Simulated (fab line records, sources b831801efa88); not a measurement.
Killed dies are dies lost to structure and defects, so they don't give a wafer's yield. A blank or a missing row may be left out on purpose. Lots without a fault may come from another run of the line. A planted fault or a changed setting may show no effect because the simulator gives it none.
Which tool did it? | flow gf180mcu | 6 lots, 18 wafers sampled, at 2 steps of a route of 602

WHAT THE GAUGES READ, wafer by wafer
GF_M3_RS_MEAS_05: measures by four-point-probe.
lot  | measured     | on            | M3_ALCU_RS (ohm/sq)
L180 | day 21 03:18 | film_metro-01 | 0.0697 0.0698 0.0695
L183 | day 22 08:29 | film_metro-04 | 0.0690 0.0690 0.0693
L186 | day 23 11:29 | film_metro-01 | 0.0703 0.0693 0.0693
L190 | day 24 11:52 | film_metro-01 | 0.0686 0.0689 0.0691
L192 | day 25 09:29 | film_metro-03 | 0.0697 0.0701 0.0700
L199 | day 27 03:35 | film_metro-03 | 0.0698 0.0692 0.0692

WHICH TOOL RAN EACH LOT (tool, then ch and the chambers of the sampled wafers, then the start)
lot  | GF_V2_SPUTTER_21
L180 | pvd_sputter-01, day 21 02:22
L183 | pvd_sputter-02, day 22 07:32
L186 | pvd_sputter-03, day 23 10:34
L190 | pvd_sputter-02, day 24 10:55
L192 | pvd_sputter-02, day 25 08:35
L199 | pvd_sputter-03, day 27 02:41
- GF_V2_SPUTTER_21: material Ti, target thk 15 nm, time 80.02 s.

THE ANSWER, worked out from the rows above alone
Rule: what is usual is taken from the lots themselves. Put in order of their means at a reading, lots are off if they are a third of the lots or fewer, leave a main group of 4 or more, and stand apart from it by a gap of 3 or more times the standard deviation of the main group's means; of several such gaps the widest counts. A main group whose means are all the same, to the digits that the tables above print for the reading, isn't used. A lot without any number at a reading at which 4 lots or more have one is off too. The other lots that the step has rows for count as sound.
No lot is off at any reading shown: from this, nothing can be told.

WHAT THE SIMULATOR HAD PUT IN
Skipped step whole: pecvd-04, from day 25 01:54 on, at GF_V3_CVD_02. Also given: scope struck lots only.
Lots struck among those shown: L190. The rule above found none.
